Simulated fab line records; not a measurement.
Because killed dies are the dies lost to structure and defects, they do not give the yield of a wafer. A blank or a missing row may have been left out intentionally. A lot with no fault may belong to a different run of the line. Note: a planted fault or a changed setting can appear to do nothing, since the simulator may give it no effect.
Struck lot and sound lot, side by side -- flow sky130 -- 14 steps out of a route of 708
Sound: these wafers, L777.2, L777.4, L777.5. Wafers struck: L768.2, L768.4, L768.6. Last of all comes the cause.
At each step with rows: each side's tool, then ch and its chambers, then its first start. Under that, the readings that differ: sound wafers -- struck wafers -- difference of the means -- sigmas: that difference in standard deviations of wafers without a fault.
alike: same words and numbers on both sides, and readings whose means sit less than 2 such deviations apart. not compared: any withheld reading, any reading some wafer has no value for, any bound like >300 that may hide the same value, and any number with overlapping values for which the record gives no deviation.
Wherever a step has rows on one side only, a row that says differs or no value, or a row with sigmas, the two part there. Numbers that have no deviation but don't overlap get no sigmas and don't part them. Lack of a reading on every wafer of one side parts them only where that side has two or more wafers.

first, 4 steps without rows for these wafers: SKY_VT_ADJUST_PCH_SOFTBAKE_03; SKY_VT_ADJUST_PCH_EXPOSE_04 (exposes mask NWM, target cd 840 nm); SKY_VT_ADJUST_PCH_PEB_05; SKY_VT_ADJUST_PCH_DEVELOP_06 (develop time 60 s).
SKY_VT_ADJUST_PCH_OVL_MEAS_07:
  sound on overlay-01 at day 15 02:50; struck on overlay-02 at day 12 09:59
  alike: VT_ADJUST_PCH_OVL
after that, 1 step had no rows for these wafers: SKY_VT_ADJUST_PCH_IMPLANT_08.
SKY_VT_ADJUST_PCH_STRIP_09: strips in O2/N2.
  sound on plasma_asher-03 ch 0,1, day 15 03:01; struck on plasma_asher-04 ch 0,1, day 12 10:10
  alike: chamber_pressure_mTorr, drypump_motor_current_A, oes_product_au, strip_time_to_endpoint_s
  not compared: rf_hours_counter_h
SKY_VT_ADJUST_PCH_TW_MEAS_10:
  sound on film_metro-01 at day 15 03:08; struck on film_metro-03 at day 12 10:17
  alike: VT_ADJUST_PCH_TW
then, 4 steps without rows for these wafers: SKY_SONOS_TUNNEL_DEHYDRATE_00 (time 60 s); SKY_SONOS_TUNNEL_HMDS_01 (prime time 60 s); SKY_SONOS_TUNNEL_COAT_02 (resist thk 1140 nm); SKY_SONOS_TUNNEL_SOFTBAKE_03 (time 60 s).
SKY_SONOS_TUNNEL_EXPOSE_04: exposes mask TUNM, target cd 410 nm.
  sound on iline_stepper-02 ch 0, day 15 16:59; struck on iline_stepper-02, day 12 22:42
  no value came back on the struck wafers for exposure_dose_mJ_cm2, focus_offset_nm (nm); on the sound wafers exposure_dose_mJ_cm2 reads 135.94 136.17 136.08
  alike: mask
after that, 1 step had no rows for these wafers: SKY_SONOS_TUNNEL_PEB_05.

WHERE THEY PART
Only at SKY_SONOS_TUNNEL_EXPOSE_04, within this record.

WHY: whatever the simulator had introduced
At SKY_SONOS_TUNNEL_EXPOSE_04, the step was skipped entirely on iline_stepper-02 from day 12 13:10 on. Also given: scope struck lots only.
